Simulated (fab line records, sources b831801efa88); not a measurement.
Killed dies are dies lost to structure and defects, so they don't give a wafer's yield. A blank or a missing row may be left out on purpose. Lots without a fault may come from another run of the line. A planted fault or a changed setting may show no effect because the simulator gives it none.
Chamber matching | flow gf180mcu | GF_SAB_ETCH_11 on rie_diel-02: 4 sister chambers
The step etches SiO2 in C4F8/O2/Ar, target depth 55 nm, time 8.5 s. 14 wafers are shown with their chamber, then 7 later ones without.

WAFERS WITH THEIR CHAMBER
wafer  | chamber | oes_product_au (a.u.)
L987.1 | 3       | 1.003
L987.3 | 0       | 1.004
L987.4 | 2       | 0.993
L988.4 | 3       | 1.018
L988.5 | 2       | 0.995
L988.6 | 0       | 1.007
L989.2 | 0       | 1.002
L989.3 | 2       | 1.003
L989.4 | 1       | 1.003
L990.1 | 2       | 1.000
L990.2 | 3       | 1.016
L990.6 | 0       | 0.992
L991.1 | 3       | 1.005
L991.3 | 0       | 1.005

SIGNATURES (means of the wafers above)
reading        | chamber 0 | chamber 1 | chamber 2 | chamber 3 | scatter within a chamber
oes_product_au | 1.00200   | 1.00300   | 0.99775   | 1.01050   | 0.00611
Rule: a wafer's distance from a chamber is the root of the sum, over the readings, of the square of ((its reading less the chamber's mean) divided by the reading's scatter). The wafer belongs to the nearest chamber; if the next one is less than 2 further off, it can't be placed. The scatter: the root of (the sum of the squares of (reading less its chamber's mean) over the shown wafers, divided by (wafers less chambers)).

WAFERS WITHOUT THEIR CHAMBER
wafer  | oes_product_au (a.u.)
L991.5 | 1.006
L993.2 | 1.007
L993.4 | 0.989
L993.5 | 1.003
L100.1 | 1.008
L101.1 | 1.000
L102.1 | 1.002

WHICH CHAMBER EACH WENT THROUGH
wafer  | from the rows above               | in truth
L991.5 | can't be placed: 1 or 0 or 3 or 2 | 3
L993.2 | can't be placed: 3 or 1 or 0 or 2 | 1
L993.4 | can't be placed: 2 or 0 or 1      | 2
L993.5 | can't be placed: 1 or 0 or 2 or 3 | 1
L100.1 | can't be placed: 3 or 1 or 0 or 2 | 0
L101.1 | can't be placed: 0 or 2 or 1 or 3 | 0
L102.1 | can't be placed: 0 or 1 or 2 or 3 | 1
Placed correctly: 0 of 7. Can't be placed from these rows: 7 (the true chamber is among the candidates in 7). Placed wrongly: 0.
